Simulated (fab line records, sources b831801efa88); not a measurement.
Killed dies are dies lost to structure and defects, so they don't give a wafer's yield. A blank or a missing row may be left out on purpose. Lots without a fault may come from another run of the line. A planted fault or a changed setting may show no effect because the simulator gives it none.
One fault seen from 2 desks | flow gf180mcu | each desk has only its own numbers; what lay behind them comes last

THE TOOL OWNER'S DESK: pvd_sputter-04
The tool's own readings at GF_V2_SPUTTER_21 (material Ti, target thk 15 nm, time 80.02 s): means of the sampled wafers that have a number, for each lot that ran on this tool. A lot is out of limits, marked OUT, if its mean lies more than 4 standard deviations from the usual mean; the brackets give that distance.
Columns: A = chamber_pressure_pa at GF_V2_SPUTTER_21, usual 5.000 Pa; B = throttle_valve_pct at GF_V2_SPUTTER_21, usual 29.7 %
lot  | first seen here | A               | B
L197 | day 22 04:57    | 4.995           | 29.5
L198 | day 22 10:57    | 4.456 (-57) OUT | 31.2
L199 | day 22 21:45    | 4.454 (-57) OUT | 31.1
L207 | day 25 19:54    | 4.985           | 30.0
L211 | day 26 11:43    | 5.005           | 29.9
L213 | day 27 01:18    | 5.000           | 30.0
This desk's finding: out of limits on L198, L199; first on L198, day 22 10:57 (chamber_pressure_pa at GF_V2_SPUTTER_21). In limits: L197, L207, L211, L213.

THE METROLOGY DESK
What the gauges read, lot by lot, whatever tool the lot ran on: means of the sampled wafers that have a number. A lot is out of limits, marked OUT, if its mean lies more than 4 standard deviations from the usual mean; the brackets give that distance.
Columns: A = M3_ALCU_RS at GF_M3_RS_MEAS_05, usual 0.0692 ohm/sq
lot  | first seen here | A
L193 | day 20 14:28    | 0.0692
L194 | day 20 18:02    | 0.0706
L197 | day 22 05:53    | 0.0688
L198 | day 22 11:52    | 0.0694
L199 | day 22 22:40    | 0.0695
L206 | day 25 05:34    | 0.0692
L207 | day 25 20:49    | 0.0698
L209 | day 26 02:09    | 0.0698
L211 | day 26 12:38    | 0.0686
L213 | day 27 02:17    | 0.0697
L214 | day 27 11:16    | 0.0699
L215 | day 27 15:26    | 0.0679
L216 | day 27 21:08    | 0.0692
This desk's finding: nothing out of limits on any of the 13 lots.

PUT TOGETHER
The tool owner's desk could have raised an alarm at day 22 10:57, on L198, L199.
The metrology desk saw nothing out of limits.
The metrology desk has L198, L199 on record, within its limits.
Of the lots named, all ran GF_V2_SPUTTER_21 on pvd_sputter-04.

WHAT THE SIMULATOR HAD PUT IN
Process parameter drift: pvd_sputter-04, from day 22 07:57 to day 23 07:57, at GF_V2_SPUTTER_21. Setting chamber_pressure_pa, moved by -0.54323, from 5. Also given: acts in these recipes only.
Lots struck among those shown: L198, L199.
Hours from the fault's start to each desk's first reading out of limits: the tool owner's desk, 3.
